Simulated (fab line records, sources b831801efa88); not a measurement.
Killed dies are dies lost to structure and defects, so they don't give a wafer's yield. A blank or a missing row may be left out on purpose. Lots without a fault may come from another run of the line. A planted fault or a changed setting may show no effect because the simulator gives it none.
fab line records | flow sky130
record lots=13 wafers=39 last_day=51
route steps=708 shown SONOS_ONO@183 LDD_N@244 SD_P@359 LI_CONTACT@365 PAD_OPEN@708
lots that met no fault: from a run of the same line without faults
start_h: hours from the record's first day to the start of the lot's first wafer shown | wait_h: hours since the lot's step before | " the same as in the row above | L1.1+2: a row that stands for several wafers | - no value, or no start given | * or withheld: withheld | < > ~ a bound
route shown NAME@n: a module of which the file shows steps, and the number in the route of the first | usual: mean/standard deviation of fault-free wafers | same: alike in all rows | chamber/n: place in a boat | sites: the reading at each site | _std_site: their standard deviation | _edge_site: outer sites' mean less inner sites' | radius_mm: how far each site lies from the wafer's centre | mask NAME#n: copy n | behind: the tool/chamber that last shaped the wafer | hold: why the lot was held/for how many hours/how that ended | device: the transistor (n, p or np) that didn't switch | end of line: the same wafers' tests at the end of the route | a step without rows: its recipe alone | killed: dies lost to structure and defects at the first sort, not the wafer's yield | map: a wafer's dies, x killed, . not, _ none there
set.NAME: the setting as run; set.NAME@STEP: as run at that earlier step | model.NAME: the simulator's own value behind a step, which no gauge read
steps of the route over a sample of lots; a table a step, a row a wafer
services: from which hour (start_h, from the record's first day; less than 0 if before it) a tool's chamber was out of use, for how many hours, and why
## steps
# step SKY_SONOS_ONO_ETCH_15
# recipe target_depth_nm=19.52 chemistry=CHF3/O2 source_w=600 bias_w=200 pressure_mtorr=40 chf3_flow_sccm=50 O2_flow_sccm=5 time_s=7.8
# usual chamber_pressure_mTorr=40.00/0.035 drypump_motor_current_A=5.9/0.35 oes_product_au=0.999/0.01 rf_fwd_power_W=587/3.4 throttle_valve_pct=8.824/0.0095
# columns lot.wafer tool chamber start_h wait_h chamber_pressure_mTorr drypump_motor_current_A oes_product_au rf_fwd_power_W rf_hours_counter_h throttle_valve_pct
L581.2 rie_diel-03 1 273.66 0.0 39.98 5.9 0.988 592 73 8.814
L581.3 " 2 " " 40.02 6.0 1.006 584 7 8.821
L581.5 " 1 " " 40.04 5.8 0.995 589 - 8.832
L583.4 rie_diel-02 3 293.25 0.0 39.95 5.2 1.002 592 66 8.819
L583.5 " 3 " " 39.95 5.2 0.998 594 - 8.850
L583.6 " 2 " " 39.98 6.2 1.001 583 - 8.833
L584.1 rie_diel-04 0 302.96 0.0 39.97 5.7 1.005 587 97 8.826
L584.5 " 0 " " 40.01 5.7 0.995 586 - 8.829
L584.6 " 1 " " 39.96 6.6 0.985 583 - 8.826
L585.1 rie_diel-03 2 312.16 0.0 40.00 6.0 0.999 586 7 8.835
L585.3 " 3 " " 39.94 5.7 0.999 590 7 8.809
L585.5 " 2 " " 40.01 6.0 0.999 585 - 8.813
L586.1 rie_diel-04 0 320.51 0.0 39.96 5.7 1.003 590 97 8.828
L586.2 " 1 " " 40.00 6.6 0.980 585 95 8.822
L586.3 " 3 " " 40.01 6.0 0.987 591 0 8.821
L588.2 rie_diel-03 2 345.36 0.0 40.00 6.0 1.010 587 8 8.833
L588.3 " 0 " " 40.01 5.5 1.008 587 0 8.824
L588.6 " 0 " " 39.91 5.5 1.028 585 - 8.819
L589.1 rie_diel-04 0 345.66 0.0 39.93 5.7 0.983 588 97 8.836
L589.4 " 1 " " 40.00 6.5 0.976 582 95 8.803
L589.5 " 2 " " 40.00 6.0 1.002 585 - 8.839
L596.3 rie_diel-04 1 403.21 0.0 40.03 6.6 0.957 490 96 8.808
L596.4 " 3 " " 39.97 5.9 0.964 496 2 8.799
L596.5 " 3 " " 40.06 5.9 0.952 499 - 8.818
L597.1 rie_diel-04 0 414.71 0.0 40.00 5.7 0.957 488 98 8.817
L597.2 " 2 " " 39.99 6.0 0.965 487 88 8.824
L597.3 " 1 " " 40.08 6.6 0.949 491 96 8.805
L598.1 rie_diel-03 1 421.69 0.0 39.98 5.8 0.991 588 76 8.829
L598.3 " 3 " " 40.02 5.7 0.997 588 9 8.828
L598.6 " 1 " " 39.96 5.8 0.998 592 - 8.825
L600.1 rie_diel-02 0 431.76 0.0 39.99 5.8 0.996 585 42 8.816
L600.2 " 1 " " 40.03 5.3 0.990 589 6 8.826
L600.4 " 0 " " 40.01 5.8 1.003 585 - 8.808
L602.1 rie_diel-03 3 444.86 0.0 39.99 5.7 0.995 590 9 8.825
L602.2 " 0 " " 40.00 5.5 1.022 584 2 8.822
L602.6 " 0 " " 40.04 5.5 1.021 584 - 8.826
L604.2 rie_diel-04 0 470.89 0.0 39.96 5.7 0.992 587 99 8.816
L604.3 " 1 " " 39.96 6.6 0.983 583 0 8.829
L604.5 " 0 " " 40.02 5.7 0.993 590 - 8.811
# step SKY_LDD_N_OVL_MEAS_07
# usual LDD_N_OVL=-0.6/1.3
# columns lot.wafer tool chamber start_h wait_h LDD_N_OVL[nm]
L581.2 overlay-01 - 389.69 0.1 -0.8
L581.3 " - " " -1.1
L581.5 " - " " 0.4
L583.4 overlay-02 - 412.67 0.1 0.5
L583.5 " - " " -1.2
L583.6 " - " " 0.6
L584.1 overlay-01 - 420.94 0.1 0.7
L584.5 " - " " -1.4
L584.6 " - " " -0.2
L585.1 overlay-02 - 434.04 0.1 -1.2
L585.3 " - " " -0.6
L585.5 " - " " -0.9
L586.1 overlay-01 - 449.06 0.1 -2.0
L586.2 " - " " -0.7
L586.3 " - " " -2.1
L589.1 overlay-01 - 472.11 0.1 -2.5
L589.4 " - " " -1.4
L589.5 " - " " -2.9
L588.2 overlay-02 - 473.09 0.1 0.3
L588.3 " - " " 0.0
L588.6 " - " " 0.3
L596.3 overlay-01 - 533.57 0.1 0.0
L596.4 " - " " -1.1
L596.5 " - " " 0.1
L597.1 overlay-01 - 545.08 0.1 -3.1
L597.2 " - " " -3.6
L597.3 " - " " -2.7
L598.1 overlay-02 - 551.76 0.1 0.5
L598.3 " - " " -0.1
L598.6 " - " " -0.6
L600.1 overlay-01 - 561.39 0.1 1.6
L600.2 " - " " -1.3
L600.4 " - " " -0.3
L602.1 overlay-01 - 572.46 0.1 0.7
L602.2 " - " " -1.0
L602.6 " - " " 0.2
L604.2 overlay-01 - 624.96 0.1 -0.4
L604.3 " - " " 0.5
L604.5 " - " " -2.3
# step SKY_SD_N_RS_MEAS_17
# recipe thk_meas_gauge=four-point-probe
# usual SD_P_RS=147.0/0.35
# columns lot.wafer tool chamber start_h wait_h SD_P_RS[ohm/sq]
L581.2 film_metro-03 - 633.14 0.1 146.7
L581.3 " - " " 147.0
L581.5 " - " " 147.3
L583.4 film_metro-04 - 658.02 0.1 147.3
L583.5 " - " " 146.7
L583.6 " - " " 146.4
L584.1 film_metro-04 - 665.99 0.1 146.4
L584.5 " - " " 147.0
L584.6 " - " " 146.7
L585.1 film_metro-03 - 676.54 0.1 147.6
L585.3 " - " " 147.0
L585.5 " - " " 147.5
L586.1 film_metro-02 - 689.05 0.1 146.8
L586.2 " - " " 146.5
L586.3 " - " " 146.4
L589.1 film_metro-02 - 710.77 0.1 146.9
L589.4 " - " " 147.5
L589.5 " - " " 147.2
L588.2 film_metro-03 - 712.28 0.1 146.4
L588.3 " - " " 146.6
L588.6 " - " " 146.2
L596.3 film_metro-03 - 766.80 0.1 147.3
L596.4 " - " " 147.0
L596.5 " - " " 146.9
L597.1 film_metro-03 - 779.26 0.1 147.2
L597.2 " - " " 146.8
L597.3 " - " " 146.9
L598.1 film_metro-02 - 782.96 0.1 147.2
L598.3 " - " " 146.6
L598.6 " - " " 146.9
L600.1 film_metro-04 - 793.80 0.1 147.3
L600.2 " - " " 146.7
L600.4 " - " " 147.1
L602.1 film_metro-04 - 803.67 0.1 146.5
L602.2 " - " " 147.1
L602.6 " - " " 147.2
L604.2 film_metro-03 - 848.93 0.1 147.1
L604.3 " - " " 147.2
L604.5 " - " " 147.5
# step SKY_LI_CONTACT_BOW_MEAS_03
# recipe mode=bow
# usual LI_CONTACT_BOW=56/6.9
# columns lot.wafer tool chamber start_h wait_h LI_CONTACT_BOW[um]
L581.2 film_metro-03 - 633.86 0.2 56
L581.3 " - " " 57
L581.5 " - " " 60
L583.4 film_metro-02 - 658.74 0.2 55
L583.5 " - " " 53
L583.6 " - " " 57
L584.1 film_metro-03 - 666.71 0.1 53
L584.5 " - " " 54
L584.6 " - " " 53
L585.1 film_metro-03 - 677.28 0.2 53
L585.3 " - " " 53
L585.5 " - " " 47
L586.1 film_metro-02 - 689.77 0.2 62
L586.2 " - " " 67
L586.3 " - " " 77
L589.1 film_metro-02 - 711.49 0.1 53
L589.4 " - " " 57
L589.5 " - " " 52
L588.2 film_metro-03 - 713.03 0.2 66
L588.3 " - " " 44
L588.6 " - " " 56
L596.3 film_metro-02 - 767.52 0.2 59
L596.4 " - " " 55
L596.5 " - " " 51
L597.1 film_metro-03 - 779.98 0.1 43
L597.2 " - " " 49
L597.3 " - " " 51
L598.1 film_metro-02 - 783.71 0.2 48
L598.3 " - " " 54
L598.6 " - " " 59
L600.1 film_metro-04 - 794.52 0.2 45
L600.2 " - " " 59
L600.4 " - " " 52
L602.1 film_metro-04 - 804.39 0.1 52
L602.2 " - " " 63
L602.6 " - " " 57
L604.2 film_metro-03 - 849.65 0.2 44
L604.3 " - " " 67
L604.5 " - " " 61
# step SKY_PAD_OPEN_PROBE_99
# usual killed_at_M0_to_M3=43/6.4 killed_at_M4_up=3.2/1.8 killed_at_contacts=25/5.8 killed_at_front_end=16/4.1 killed_at_other=0.2/0.47 killed_dies=88/9.9 killed_open=47/7.3 killed_short=40/7.1
# same gross_dies=492 killed_at_back_side=0
# columns lot.wafer tool chamber start_h wait_h killed_at_M0_to_M3 killed_at_M4_up killed_at_contacts killed_at_front_end killed_at_other killed_dies killed_open killed_short
L585.1 prober-01 - 1091.91 0.1 51 1 24 9 0 85 45 40
L585.3 prober-01 - 1092.01 0.2 41 3 20 18 0 82 47 35
L585.5 prober-01 - 1092.11 0.2 35 4 26 11 0 76 44 32
L597.1 prober-01 - 1168.31 0.1 45 1 27 13 0 86 47 38
L597.2 prober-01 - 1168.36 0.1 46 3 14 19 0 82 37 45
L597.3 prober-01 - 1168.41 0.2 31 4 14 15 0 64 43 21
L602.1 prober-02 - 1188.06 0.1 44 2 23 18 0 87 50 37
L602.2 prober-02 - 1188.11 0.1 46 6 29 15 0 96 56 40
L602.6 prober-02 - 1188.31 0.2 40 1 37 15 1 94 53 41
# killed by level:class
L585.1 CONTACT:geometric_particle:open=9 VIA1:geometric_particle:open=9 METAL1:geometric_particle:short=8 VIA2:geometric_particle:open=8 LOCAL_INTERCONNECT:geometric_particle:short=6 VIA1:geometric_particle:short=6 METAL3:geometric_particle:short=5 VIA3:geometric_particle:open=5
L585.3 VIA1:geometric_particle:open=14 CONTACT:geometric_particle:open=11 METAL1:geometric_particle:short=8 LI_CONTACT:geometric_particle:open=5 FIELD_ISO:geometric_particle:short=4 VIA1:geometric_particle:short=4 POLY_GATE:geometric_particle:open=4 POLY_GATE:geometric_particle:short=4
L585.5 LI_CONTACT:geometric_particle:open=9 VIA1:geometric_particle:open=9 CONTACT:geometric_particle:open=8 LOCAL_INTERCONNECT:geometric_particle:short=5 METAL2:geometric_particle:short=5 VIA2:geometric_particle:open=5 POLY_GATE:geometric_particle:open=4 METAL1:geometric_particle:short=4
L597.1 CONTACT:geometric_particle:open=11 VIA1:geometric_particle:open=8 VIA1:geometric_particle:short=8 VIA3:geometric_particle:open=7 LI_CONTACT:geometric_particle:open=6 VIA2:geometric_particle:open=6 FIELD_ISO:geometric_particle:open=5 CONTACT:geometric_particle:short=5
L597.2 VIA1:geometric_particle:open=12 VIA3:geometric_particle:open=7 METAL2:geometric_particle:short=6 LI_CONTACT:geometric_particle:open=5 VIA1:geometric_particle:short=5 VIA2:geometric_particle:short=5 VIA3:geometric_particle:short=5 FIELD_ISO:geometric_particle:short=4
L597.3 VIA1:geometric_particle:open=9 POLY_GATE:geometric_particle:open=8 LI_CONTACT:geometric_particle:open=8 VIA2:geometric_particle:open=6 VIA1:geometric_particle:short=5 CONTACT:geometric_particle:open=4 METAL2:geometric_particle:short=4 VIA3:geometric_particle:open=4
L602.1 LI_CONTACT:geometric_particle:open=10 CONTACT:geometric_particle:open=9 VIA1:geometric_particle:open=9 VIA3:geometric_particle:open=8 METAL1:geometric_particle:short=6 POLY_GATE:geometric_particle:short=5 METAL2:geometric_particle:short=5 FIELD_ISO:geometric_particle:open=3
L602.2 CONTACT:geometric_particle:open=11 METAL1:geometric_particle:short=11 LI_CONTACT:geometric_particle:open=10 VIA1:geometric_particle:open=8 VIA2:geometric_particle:open=6 VIA1:geometric_particle:short=5 LOCAL_INTERCONNECT:geometric_particle:short=4 VIA3:geometric_particle:open=4
L602.6 VIA1:geometric_particle:open=13 LI_CONTACT:geometric_particle:open=10 CONTACT:geometric_particle:open=10 CONTACT:geometric_particle:short=7 VIA3:geometric_particle:open=7 LOCAL_INTERCONNECT:geometric_particle:short=6 FIELD_ISO:geometric_particle:open=5 METAL2:geometric_particle:short=4
## services
# columns tool chamber start_h hours kind
rie_diel-04 - 270.71 14.6 pm
rie_diel-04 3 285.31 - clean
rie_diel-04 3 285.31 21.6 scheduled_down
rie_diel-04 3 285.31 21.6 vent_cycle
rie_diel-02 0 293.68 17.4 repair
rie_diel-04 2 296.74 8.3 repair
rie_diel-03 0 316.20 - clean
rie_diel-03 0 316.20 15.6 scheduled_down
rie_diel-03 0 316.20 15.6 vent_cycle
rie_diel-04 - 327.02 0.9 repair
rie_diel-02 2 344.62 19.5 repair
rie_diel-04 3 349.83 1.5 repair
rie_diel-04 - 365.62 0.5 repair
rie_diel-02 3 383.58 51.1 repair
rie_diel-04 1 387.92 7.3 repair
rie_diel-04 3 416.36 6.3 repair
rie_diel-02 - 419.74 2.8 pm
rie_diel-02 0 433.73 58.0 repair
rie_diel-04 1 453.78 - clean
rie_diel-04 1 453.78 12.3 scheduled_down
rie_diel-04 1 453.78 12.3 vent_cycle
rie_diel-03 - 460.67 0.3 repair
rie_diel-03 0 462.33 12.5 repair
## key
first_sign step=SKY_SONOS_ONO_ETCH_15 reading=rf_fwd_power_W direction=down sigmas=28 usual=587 struck=492
effect step=SKY_SONOS_ONO_ETCH_15 reading=oes_product_au direction=down sigmas=4.1 usual=0.999 struck=0.957
met_at SKY_SONOS_ONO_ETCH_15
struck_lots L596,L597
tester_left_out L596,L597
not_acting_at SKY_LDD_N_OVL_MEAS_07,SKY_SD_N_RS_MEAS_17,SKY_LI_CONTACT_BOW_MEAS_03
onset_between 345.66 403.21
fault kind=process_parameter_drift tool=rie_diel-04 chamber=- onset_h=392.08 steps=SKY_SONOS_ONO_ETCH_15 channel=source_w offset=-96 shape=step end_h=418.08 acts_in=these_recipes_only stated=600
# tester_left_out: of these lots the tester's yield and bins aren't shown, on N5 and GAA mostly nor the transistor test; their killed dies are dies lost to structure and defects alone, not to doping, threshold or leakage, so they don't give the yield
